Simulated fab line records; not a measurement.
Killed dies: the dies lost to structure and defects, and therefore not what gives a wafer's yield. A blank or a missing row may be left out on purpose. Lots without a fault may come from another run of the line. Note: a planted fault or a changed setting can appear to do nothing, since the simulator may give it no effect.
fab line records	flow sfqLine
record: lots: 14	wafers: 42	lastDay: 89
route steps=325 shown M6@262 M7@282 I7@296
lots that met no fault: taken from a fault-free run of the same line
startH: the number of hours between the record's first day and the start of the first shown wafer of the lot	waitH: hours from the lot's prior step to this one	" repeats the value in the row above	L1.1+2: several wafers, shown together as one row	- no value, or no start given	* or withheld: withheld	< > ~ a bound
route shown NAME@n: a module of which the file shows steps, and the number in the route of the first	usual: mean/standard deviation of fault-free wafers	same: alike in all rows	chamber/n: place in a boat	sites: readings site by site	_std_site: their standard deviation	_edge_site: inner sites' mean taken away from outer sites' mean	radiusMm: for every site, how far away it sits from the centre of the wafer	mask NAME#n: copy n	behind: the tool/chamber that last shaped the wafer	hold: what put the lot on hold/how long, in hours/how the hold closed	device: transistor that didn't switch, given as n, p or np	end of line: tests run on the same wafers once the route is complete	a step given without rows: its recipe and nothing more	killed: dies lost to structure and defects at the first sort, not the wafer's yield	map: dies across one wafer; x = killed, . = not, _ = none there
set.NAME: the run value of the setting; set.NAME@STEP: its run value at that earlier step	model.NAME: the simulator's own value behind a step, which no gauge read
the route's steps for a sample of lots (tables are steps, rows are wafers)
services: the hour from which a tool's chamber was out of use, counted from the record's first day as startH (under 0 if before that day), plus the number of hours and why
== steps ==
step: SFQ_TRILAYER_M6_BARC_OPEN_METAL_ETCH_206
recipe: maskMaterial: PR	chemistry: O2	targetDepthNm: 125	target: BARC	icpW: 600	biasW: 80	pressureMtorr: 10	timeS: 41.7
usual: chamberPressureMTorr: 10.000/0.008	drypumpMotorCurrentA: 5.49/0.27	oesProductAu: 0.685/0.0049
lot.wafer	tool	chamber	startH	waitH	chamberPressureMTorr	drypumpMotorCurrentA	oesProductAu	rfHoursCounterH
L205.1	rieMetal-01	0	1596.23	0.0	10.006	5.39	0.681	7
L205.2	"	1	"	"	9.988	5.60	0.683	95
L205.6	"	1	"	"	10.013	5.62	0.682	-
L207.1	rieMetal-02	1	1603.43	0.0	9.991	5.82	0.680	88
L207.4	"	1	"	"	10.007	5.84	0.690	-
L207.6	"	1	"	"	10.008	5.83	0.679	-
L209.3	rieMetal-01	0	1613.28	0.0	9.995	5.39	0.686	-
L209.4	"	1	"	"	9.994	5.61	0.684	-
L209.6	"	0	"	"	10.001	5.37	0.682	-
L210.1	rieMetal-01	0	1616.85	0.0	10.003	5.37	0.687	10
L210.3	"	0	"	"	10.008	5.40	0.696	-
L210.4	"	1	"	"	10.010	5.57	0.682	-
L211.1	rieMetal-02	0	1625.25	0.0	10.005	5.23	0.681	108
L211.2	"	1	"	"	9.992	5.83	0.674	91
L211.4	"	0	"	"	10.003	5.21	0.683	-
L212.4	rieMetal-02	0	1676.82	0.0	9.998	5.20	0.694	-
L212.5	"	1	"	"	9.981	5.81	0.686	-
L212.6	"	0	"	"	10.002	5.22	0.686	-
L216.2	rieMetal-02	0	1696.01	0.0	9.988	5.20	0.682	119
L216.4	"	1	"	"	10.002	5.82	0.687	-
L216.6	"	1	"	"	9.997	5.82	0.686	-
L217.1	rieMetal-02	1	1708.03	0.0	9.990	5.83	0.688	103
L217.3	"	1	"	"	10.003	5.83	0.690	-
L217.4	"	1	"	"	10.004	5.83	0.681	-
L221.2	rieMetal-03	1	1850.83	0.0	10.003	5.82	0.691	104
L221.3	"	1	"	"	10.024	5.79	0.681	-
L221.5	"	1	"	"	9.996	5.79	0.687	-
L222.1	rieMetal-02	0	1878.14	0.0	10.001	5.21	0.687	20
L222.4	"	1	"	"	9.989	5.81	0.683	-
L222.5	"	0	"	"	9.991	5.22	0.681	-
L223.2	rieMetal-01	0	1879.34	0.0	9.991	5.42	0.690	43
L223.4	"	1	"	"	9.994	5.58	0.681	-
L223.6	"	1	"	"	10.001	5.58	0.684	-
L224.1	rieMetal-03	0	1880.67	0.0	10.001	5.17	0.689	43
L224.2	"	1	"	"	10.006	5.80	0.676	107
L224.5	"	0	"	"	10.004	5.18	0.686	-
L226.1	rieMetal-03	0	1900.79	0.0	10.000	5.17	0.690	46
L226.3	"	0	"	"	9.994	5.13	0.678	-
L226.6	"	0	"	"	9.993	5.17	0.678	-
L228.2	rieMetal-02	1	1912.19	0.0	9.993	5.82	0.690	11
L228.4	"	1	"	"	9.992	5.83	0.686	-
L228.5	"	1	"	"	10.005	5.83	0.689	-
step: SFQ_TRILAYER_M7_DEP_SPUTTER_175
recipe: material: Nb	basePressurePa: 1.33e-06	chamberPressurePa: 0.1333	substrateTempC: 20	targetThkNm: 200	powerW: 2000	timeS: 133.3
usual: throttleValvePct: 29.1/0.88
lot.wafer	tool	chamber	startH	waitH	throttleValvePct
L205.1	pvdSputter-06	-	1605.57	0.0	28.3
L205.2	"	-	"	"	30.1
L205.6	"	-	"	"	29.6
L207.1	pvdSputter-04	-	1621.43	0.0	28.8
L207.4	"	-	"	"	30.0
L207.6	"	-	"	"	29.8
L209.3	pvdSputter-06	-	1627.40	0.0	28.3
L209.4	"	-	"	"	29.8
L209.6	"	-	"	"	28.7
L210.1	pvdSputter-04	-	1628.59	0.0	29.2
L210.3	"	-	"	"	30.1
L210.4	"	-	"	"	28.5
L211.1	pvdSputter-05	-	1633.88	0.0	30.3
L211.2	"	-	"	"	28.0
L211.4	"	-	"	"	30.0
L212.4	pvdSputter-04	-	1802.74	0.0	27.6
L212.5	"	-	"	"	28.9
L212.6	"	-	"	"	28.7
L216.2	pvdSputter-04	-	1820.76	0.0	28.6
L216.4	"	-	"	"	28.9
L216.6	"	-	"	"	27.9
L217.1	pvdSputter-05	-	1825.61	0.0	30.1
L217.3	"	-	"	"	28.0
L217.4	"	-	"	"	30.2
L221.2	pvdSputter-05	-	1971.68	0.0	30.2
L221.3	"	-	"	"	30.2
L221.5	"	-	"	"	30.2
L222.1	pvdSputter-05	-	1989.79	0.0	30.2
L222.4	"	-	"	"	30.2
L222.5	"	-	"	"	30.3
L223.2	pvdSputter-06	-	1991.99	0.0	29.4
L223.4	"	-	"	"	30.3
L223.6	"	-	"	"	28.3
L224.1	pvdSputter-04	-	1994.39	0.0	28.7
L224.2	"	-	"	"	27.8
L224.5	"	-	"	"	28.7
L226.1	pvdSputter-06	-	2011.76	0.0	30.1
L226.3	"	-	"	"	28.4
L226.6	"	-	"	"	28.6
L228.2	pvdSputter-06	-	2019.64	0.0	29.3
L228.4	"	-	"	"	28.6
L228.5	"	-	"	"	28.3
step: SFQ_M7_RS_MEAS_943
recipe: thkMeasGauge: four-point-probe	reads: Nb_of_TRILAYER_M7_DEP_SPUTTER_175
usual: M7_NB_RS: 0.893/0.01
lot.wafer	tool	chamber	startH	waitH	M7_NB_RS[ohm/sq]
L205.1	filmMetro-04	-	1605.66	0.0	0.889
L205.2	"	-	"	"	0.899
L205.6	"	-	"	"	0.908
L207.1	filmMetro-03	-	1621.52	0.0	0.884
L207.4	"	-	"	"	0.877
L207.6	"	-	"	"	0.874
L209.3	filmMetro-04	-	1627.53	0.1	0.899
L209.4	"	-	"	"	0.913
L209.6	"	-	"	"	0.894
L210.1	filmMetro-02	-	1628.68	0.0	0.878
L210.3	"	-	"	"	0.876
L210.4	"	-	"	"	0.882
L211.1	filmMetro-04	-	1633.97	0.0	0.905
L211.2	"	-	"	"	0.910
L211.4	"	-	"	"	0.893
L212.4	filmMetro-03	-	1802.89	0.1	0.871
L212.5	"	-	"	"	0.878
L212.6	"	-	"	"	0.887
L216.2	filmMetro-02	-	1820.87	0.1	0.889
L216.4	"	-	"	"	0.885
L216.6	"	-	"	"	0.881
L217.1	filmMetro-03	-	1825.70	0.0	0.883
L217.3	"	-	"	"	0.889
L217.4	"	-	"	"	0.892
L221.2	filmMetro-02	-	1971.79	0.1	0.921
L221.3	"	-	"	"	1.333
L221.5	"	-	"	"	1.322
L222.1	filmMetro-02	-	1989.88	0.0	0.923
L222.4	"	-	"	"	1.337
L222.5	"	-	"	"	0.920
L223.2	filmMetro-04	-	1992.11	0.1	0.900
L223.4	"	-	"	"	0.901
L223.6	"	-	"	"	0.896
L224.1	filmMetro-03	-	1994.48	0.0	0.877
L224.2	"	-	"	"	0.878
L224.5	"	-	"	"	0.882
L226.1	filmMetro-03	-	2011.85	0.0	0.893
L226.3	"	-	"	"	0.886
L226.6	"	-	"	"	0.889
L228.2	filmMetro-03	-	2019.75	0.1	0.901
L228.4	"	-	"	"	0.884
L228.5	"	-	"	"	0.893
step: SFQ_TRILAYER_M7_BARC_OPEN_METAL_ETCH_229
recipe: maskMaterial: PR	chemistry: O2	targetDepthNm: 125	target: BARC	icpW: 600	biasW: 80	pressureMtorr: 10	timeS: 41.7
usual: chamberPressureMTorr: 9.999/0.0086	drypumpMotorCurrentA: 5.51/0.26	oesProductAu: 0.685/0.005
lot.wafer	tool	chamber	startH	waitH	chamberPressureMTorr	drypumpMotorCurrentA	oesProductAu	rfHoursCounterH
L205.1	rieMetal-03	1	1733.26	0.0	9.996	5.79	0.689	92
L205.2	"	0	"	"	10.013	5.14	0.686	24
L205.6	"	1	"	"	9.998	5.82	0.686	-
L207.1	rieMetal-02	0	1746.46	0.0	9.993	5.22	0.689	1
L207.4	"	1	"	"	10.002	5.83	0.685	-
L207.6	"	0	"	"	10.000	5.22	0.679	-
L209.3	rieMetal-03	0	1753.82	0.1	10.001	5.17	0.688	-
L209.4	"	0	"	"	9.997	5.18	0.682	-
L209.6	"	0	"	"	10.006	5.18	0.688	-
L210.1	rieMetal-02	1	1754.98	0.0	10.003	5.84	0.686	111
L210.3	"	0	"	"	10.002	5.20	0.681	-
L210.4	"	1	"	"	10.000	5.83	0.688	-
L211.1	rieMetal-02	0	1758.58	0.0	10.012	5.21	0.692	3
L211.2	"	1	"	"	10.000	5.82	0.689	112
L211.4	"	1	"	"	10.004	5.82	0.672	-
L212.4	rieMetal-03	1	1805.57	0.0	10.002	5.81	0.680	-
L212.5	"	0	"	"	9.997	5.15	0.692	-
L212.6	"	1	"	"	9.992	5.77	0.691	-
L216.2	rieMetal-02	0	1934.54	0.0	9.999	5.23	0.687	28
L216.4	"	1	"	"	9.992	5.82	0.682	-
L216.6	"	0	"	"	9.998	5.23	0.685	-
L217.1	rieMetal-02	1	1937.01	0.0	9.993	5.80	0.685	14
L217.3	"	1	"	"	9.981	5.82	0.684	-
L217.4	"	0	"	"	10.004	5.18	0.685	-
L221.2	rieMetal-03	1	1974.23	0.0	9.988	5.82	0.686	2
L221.3	"	0	"	"	9.989	5.21	0.686	-
L221.5	"	1	"	"	9.995	5.82	0.692	-
L222.1	rieMetal-02	1	1996.31	0.0	9.997	5.84	0.680	22
L222.4	"	0	"	"	10.006	5.22	0.688	-
L222.5	"	1	"	"	9.988	5.82	0.685	-
L223.2	rieMetal-03	1	1997.51	0.0	10.008	5.80	0.680	5
L223.4	"	1	"	"	10.003	5.82	0.682	-
L223.6	"	1	"	"	10.002	5.78	0.674	-
L224.1	rieMetal-04	0	1998.71	0.0	9.975	5.60	0.689	85
L224.2	"	1	"	"	9.994	5.54	0.684	32
L224.5	"	0	"	"	9.996	5.59	0.686	-
L226.1	rieMetal-04	0	2073.26	0.0	10.011	5.60	0.682	95
L226.3	"	0	"	"	9.991	5.61	0.685	-
L226.6	"	1	"	"	10.005	5.56	0.676	-
L228.2	rieMetal-04	0	2084.06	0.0	10.000	5.61	0.689	96
L228.4	"	1	"	"	10.001	5.56	0.688	-
L228.5	"	1	"	"	10.014	5.53	0.684	-
step: SFQ_TRILAYER_M7_ETCH_METAL_ETCH_180
recipe: target: Nb	stopOn: SiO2	maskMaterial: PR	chemistry: Cl2/Ar	targetDepthNm: 240	icpW: 600	biasW: 80	pressureMtorr: 10	timeS: 120
usual: chamberPressureMTorr: 9.999/0.0088	drypumpMotorCurrentA: 5.51/0.26	oesProductAu: 0.892/0.0071
lot.wafer	tool	chamber	startH	waitH	chamberPressureMTorr	drypumpMotorCurrentA	oesProductAu	rfHoursCounterH
L205.1	rieMetal-03	1	1733.32	0.0	9.985	5.79	0.889	92
L205.2	"	0	"	"	9.999	5.17	0.900	24
L205.6	"	1	"	"	9.988	5.78	0.889	-
L207.1	rieMetal-02	0	1746.52	0.0	9.991	5.21	0.892	1
L207.4	"	1	"	"	9.993	5.82	0.902	-
L207.6	"	0	"	"	10.017	5.21	0.900	-
L209.3	rieMetal-03	0	1753.99	0.1	10.000	5.17	0.887	-
L209.4	"	0	"	"	10.012	5.17	0.885	-
L209.6	"	0	"	"	9.988	5.18	0.895	-
L210.1	rieMetal-02	1	1755.04	0.0	10.003	5.82	0.901	111
L210.3	"	0	"	"	9.993	5.19	0.909	-
L210.4	"	1	"	"	9.997	5.82	0.911	-
L211.1	rieMetal-02	0	1758.64	0.0	10.001	5.19	0.886	3
L211.2	"	1	"	"	10.001	5.81	0.881	112
L211.4	"	1	"	"	9.991	5.82	0.892	-
L212.4	rieMetal-03	1	1805.65	0.1	9.997	5.82	0.901	-
L212.5	"	0	"	"	10.006	5.17	0.903	-
L212.6	"	1	"	"	9.990	5.79	0.901	-
L216.2	rieMetal-02	0	1934.60	0.0	9.994	5.21	0.902	28
L216.4	"	1	"	"	9.996	5.82	0.885	-
L216.6	"	0	"	"	10.012	5.21	0.902	-
L217.1	rieMetal-02	1	1937.07	0.0	10.009	5.82	0.907	14
L217.3	"	1	"	"	9.981	5.81	0.893	-
L217.4	"	0	"	"	9.997	5.21	0.888	-
L221.2	rieMetal-03	1	1974.29	0.0	9.996	5.83	0.883	2
L221.3	"	0	"	"	10.001	5.20	0.725	-
L221.5	"	1	"	"	9.993	5.82	0.728	-
L222.1	rieMetal-02	1	1996.36	0.0	9.993	5.82	0.884	22
L222.4	"	0	"	"	9.997	5.23	0.714	-
L222.5	"	1	"	"	10.012	5.84	0.881	-
L223.2	rieMetal-03	1	1997.56	0.0	10.003	5.80	0.888	5
L223.4	"	1	"	"	9.993	5.80	0.893	-
L223.6	"	1	"	"	10.004	5.78	0.892	-
L224.1	rieMetal-04	0	1998.78	0.1	9.999	5.56	0.891	85
L224.2	"	1	"	"	9.990	5.56	0.899	32
L224.5	"	0	"	"	10.009	5.58	0.899	-
L226.1	rieMetal-04	0	2073.32	0.0	10.008	5.57	0.890	95
L226.3	"	0	"	"	10.010	5.56	0.880	-
L226.6	"	1	"	"	9.979	5.57	0.897	-
L228.2	rieMetal-04	0	2084.12	0.0	9.998	5.59	0.894	96
L228.4	"	1	"	"	10.006	5.58	0.897	-
L228.5	"	1	"	"	10.004	5.55	0.901	-
step: SFQ_TRILAYER_I7_DEP_PECVD_183
recipe: material: SiO2	tempC: 150	timeS: 111.11	pressureTorr: 2.4	rfW: 183.3	precursor: SiH4/N2O	targetThkNm: 500
usual: heaterPowerW: 89/16	throttleValvePct: 25.2/1.5
lot.wafer	tool	chamber	startH	waitH	heaterPowerW	throttleValvePct
L205.1	pecvd-03	2	1734.22	0.0	112	25.0
L205.2	"	0	"	"	85	22.5
L205.6	"	1	"	"	67	23.6
L207.1	pecvd-04	0	1747.42	0.0	83	26.4
L207.4	"	0	"	"	85	26.4
L207.6	"	2	"	"	93	23.4
L209.3	pecvd-02	0	1755.53	0.0	85	28.1
L209.4	"	0	"	"	88	27.9
L209.6	"	2	"	"	77	26.5
L210.1	pecvd-03	0	1755.94	0.0	73	22.8
L210.3	"	2	"	"	119	25.0
L210.4	"	0	"	"	74	23.0
L211.1	pecvd-04	0	1759.54	0.0	87	26.5
L211.2	"	2	"	"	90	23.7
L211.4	"	1	"	"	106	25.4
L212.4	pecvd-02	0	1806.55	0.0	75	28.4
L212.5	"	2	"	"	90	26.4
L212.6	"	1	"	"	100	26.2
L216.2	pecvd-03	2	1935.50	0.0	122	25.8
L216.4	"	0	"	"	83	23.2
L216.6	"	1	"	"	58	24.2
L217.1	pecvd-02	1	1937.97	0.0	100	26.1
L217.3	"	2	"	"	90	26.5
L217.4	"	1	"	"	104	26.0
L221.2	pecvd-03	1	1975.19	0.0	66	24.3
L221.3	"	2	"	"	117	26.1
L221.5	"	2	"	"	121	25.7
L222.1	pecvd-03	2	1997.26	0.0	110	25.9
L222.4	"	1	"	"	61	24.3
L222.5	"	2	"	"	114	25.8
L223.2	pecvd-04	0	1998.46	0.0	90	26.9
L223.4	"	1	"	"	109	25.7
L223.6	"	0	"	"	74	26.8
L224.1	pecvd-03	0	1999.93	0.0	79	23.5
L224.2	"	1	"	"	60	24.1
L224.5	"	0	"	"	84	23.7
L226.1	pecvd-04	0	2074.22	0.0	76	26.8
L226.3	"	1	"	"	99	25.7
L226.6	"	1	"	"	100	25.5
L228.2	pecvd-02	0	2085.02	0.0	86	25.3
L228.4	"	2	"	"	84	24.0
L228.5	"	1	"	"	91	22.4
== services ==
tool	chamber	startH	hours	kind
rieMetal-02	-	1576.83	2.8	pm
rieMetal-03	-	1598.56	2.8	pm
pvdSputter-06	-	1613.97	1.3	repair
rieMetal-04	-	1674.07	0.9	repair
rieMetal-03	1	1743.42	15.8	repair
pvdSputter-06	-	1747.51	5.8	repair
pecvd-03	-	1754.40	1.3	repair
pecvd-03	2	1769.24	5.5	repair
pvdSputter-06	-	1797.86	7.2	repair
pvdSputter-06	-	1818.64	1.0	repair
rieMetal-04	1	1828.84	11.2	repair
pecvd-03	-	1840.56	6.0	pm
rieMetal-04	-	1847.75	0.3	repair
rieMetal-03	-	1856.39	0.5	repair
rieMetal-03	0	1861.94	4.1	repair
pecvd-03	1	1869.08	5.0	repair
pecvd-03	1	1879.77	8.3	repair
pecvd-03	2	1880.78	12.6	repair
rieMetal-03	1	1896.65	12.6	repair
pecvd-03	-	1940.30	0.9	repair
rieMetal-04	-	1948.25	14.6	pm
pecvd-03	0	1971.97	2.7	repair
pecvd-03	1	2023.44	4.4	repair
rieMetal-02	-	2066.40	0.6	repair
== key ==
firstSign: step: SFQ_M7_RS_MEAS_943	reading: M7_NB_RS	direction: up	sigmas: 42	usual: 0.893	struck: 1.330
effect: step: SFQ_TRILAYER_M7_ETCH_METAL_ETCH_180	reading: oesProductAu	direction: down	sigmas: 24	usual: 0.892	struck: 0.722
metAt SFQ_TRILAYER_M7_DEP_SPUTTER_175
struckLots L221,L222
struckWafers L221.3,L221.5,L222.4
notActingAt SFQ_TRILAYER_M6_BARC_OPEN_METAL_ETCH_206,SFQ_TRILAYER_M7_BARC_OPEN_METAL_ETCH_229,SFQ_TRILAYER_I7_DEP_PECVD_183
onsetBetween 1825.61 1971.68
fault: kind: processParameterDrift	tool: pvdSputter-05	chamber: -	onsetH: 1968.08	steps: SFQ_TRILAYER_M7_DEP_SPUTTER_175	channel: targetThkNm	offset: -61.801	shape: step	endH: 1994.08	actsIn: theseRecipesOnly	stated: 200	scope: struckWafersOnly
